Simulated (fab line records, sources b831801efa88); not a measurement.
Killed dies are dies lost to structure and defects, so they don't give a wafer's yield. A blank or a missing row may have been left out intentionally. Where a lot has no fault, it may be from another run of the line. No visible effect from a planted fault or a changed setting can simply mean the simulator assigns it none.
A lot that was struck, set against a sound lot / flow gf180mcu / 14 out of 602 route steps
Sound: these wafers, L842.1, L842.2, L842.4. Struck: wafers L840.3, L840.5, L840.6. At the end, the cause is stated.
At each step with rows: each side's tool, then ch and its chambers, then its first start. Under that, the readings that differ: sound wafers / struck wafers / difference of the means / sigmas: that difference in standard deviations of wafers without a fault.
alike: a reading whose means differ by less than 2 such deviations, as well as words and numbers matching on both sides. not compared: withheld readings; readings where some wafer has no value; bounds like >300 that might hide an equal value; numbers whose values overlap and for which the record gives no deviation.
Wherever a step has rows on one side only, a row that says differs or no value, or a row with sigmas, the two part there. Numbers that don't overlap but have no deviation are shown without sigmas and don't part them. Lack of a reading on every wafer of one side parts them only where that side has two or more wafers.

first, 3 steps without rows for these wafers: GF_LVPWELL_EXPOSE_04 (exposes mask LVPWELL, target cd 600 nm); GF_LVPWELL_PEB_05; GF_LVPWELL_DEVELOP_06 (develop time 60 s).
GF_LVPWELL_OVL_MEAS_07:
  sound on overlay-01 at day 7 16:18; struck on overlay-01 at day 7 04:10
  alike: LVPWELL_OVL
then, 2 steps without rows for these wafers: GF_LVPWELL_IMPLANT_08; GF_LVPWELL_IMPLANT_09.
GF_LVPWELL_STRIP_10: strips in O2/N2.
  sound on plasma-asher-04 ch 0,1, day 7 16:38; struck on plasma-asher-04 ch 0,1, day 7 04:31
  alike: chamber-pressure-mTorr, drypump-motor-current-A, heater-power-w, oes-product-au, strip-time-to-endpoint-s
  not compared: rf-hours-counter-h
GF_LVPWELL_TW_MEAS_11:
  sound on film-metro-04 at day 7 16:44; struck on film-metro-01 at day 7 04:37
  alike: LVPWELL_TW
then, 4 steps without rows for these wafers: GF_MVSD_DEHYDRATE_00 (time 60 s); GF_MVSD_HMDS_01 (prime time 60 s); GF_MVSD_COAT_02 (resist thk 3000 nm); GF_MVSD_SOFTBAKE_03.
GF_MVSD_EXPOSE_04: exposes mask MVSD, target cd 1000 nm.
  struck on iline-stepper-02, day 7 12:37; sound on iline-stepper-01 ch 0, day 8 00:12
  no value came back on the struck wafers for exposure-dose-mJ-cm2, focus-offset-nm (nm); on the sound wafers exposure-dose-mJ-cm2 reads 259.66 259.94 259.92
  alike: mask
then, 1 step without rows for these wafers: GF_MVSD_PEB_05.

WHERE THEY PART
Only at GF_MVSD_EXPOSE_04, within this record.

WHY: the cause the simulator had injected
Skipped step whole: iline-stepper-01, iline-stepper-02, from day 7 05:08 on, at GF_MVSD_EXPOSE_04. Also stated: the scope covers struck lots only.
